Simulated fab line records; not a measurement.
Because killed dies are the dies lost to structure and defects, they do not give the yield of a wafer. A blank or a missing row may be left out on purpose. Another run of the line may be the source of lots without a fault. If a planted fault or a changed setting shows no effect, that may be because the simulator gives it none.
Chamber matching ; flow sky130 ; SKY_METAL3_ETCH_17 on rie-diel-04 has 4 sister chambers
The step etches SiO2 in C4F8/O2/Ar, stops on TiN, time 3.9 s, target depth 15 nm. 8 wafers are shown with their chamber, then 10 later ones without.

EACH WAFER AND ITS CHAMBER
wafer;chamber;oes-product-au (a.u.)
L079.3;0;0.751
L081.1;0;0.761
L081.3;1;0.741
L081.4;2;0.763
L081.5;3;0.758
L081.6;2;0.756
L083.2;3;0.744
L083.3;1;0.752

WAFERS MISSING THEIR CHAMBER
wafer;oes-product-au (a.u.)
L083.4;0.744
L093.3;0.759
L093.4;0.759
L093.5;0.756
L094.1;0.755
L094.4;0.757
L094.5;0.742
L097.4;0.755
L097.5;0.751
L097.6;0.762

WHICH CHAMBER EACH WENT THROUGH
wafer;from the rows above;in truth
L083.4;can't be placed: 1 or 3 or 0 or 2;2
L093.3;can't be placed: 2 or 0 or 3 or 1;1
L093.4;can't be placed: 2 or 0 or 3 or 1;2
L093.5;can't be placed: 0 or 2 or 3 or 1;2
L094.1;can't be placed: 0 or 3 or 2 or 1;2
L094.4;can't be placed: 0 or 2 or 3 or 1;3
L094.5;can't be placed: 1 or 3 or 0 or 2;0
L097.4;can't be placed: 0 or 3 or 2 or 1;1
L097.5;can't be placed: 3 or 1 or 0 or 2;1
L097.6;can't be placed: 2 or 0 or 3 or 1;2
Placed correctly: 0 of 10. Can't be placed from these rows: 10 (the true chamber is among the candidates in 10). Placed wrongly: 0.
How it was worked out, from the rows above alone: a wafer's distance from a chamber is the root of the sum, over the readings, of the square of ((its reading less the chamber's mean) divided by the reading's scatter). If the next closest chamber is less than 2 further off than the closest, the wafer can't be placed; otherwise it belongs to the closest. The mean given for a chamber averages the wafers shown for that chamber. The scatter: take each reading less its chamber's mean, square it, sum over the shown wafers, divide by the number of wafers less the number of chambers, and take the root.
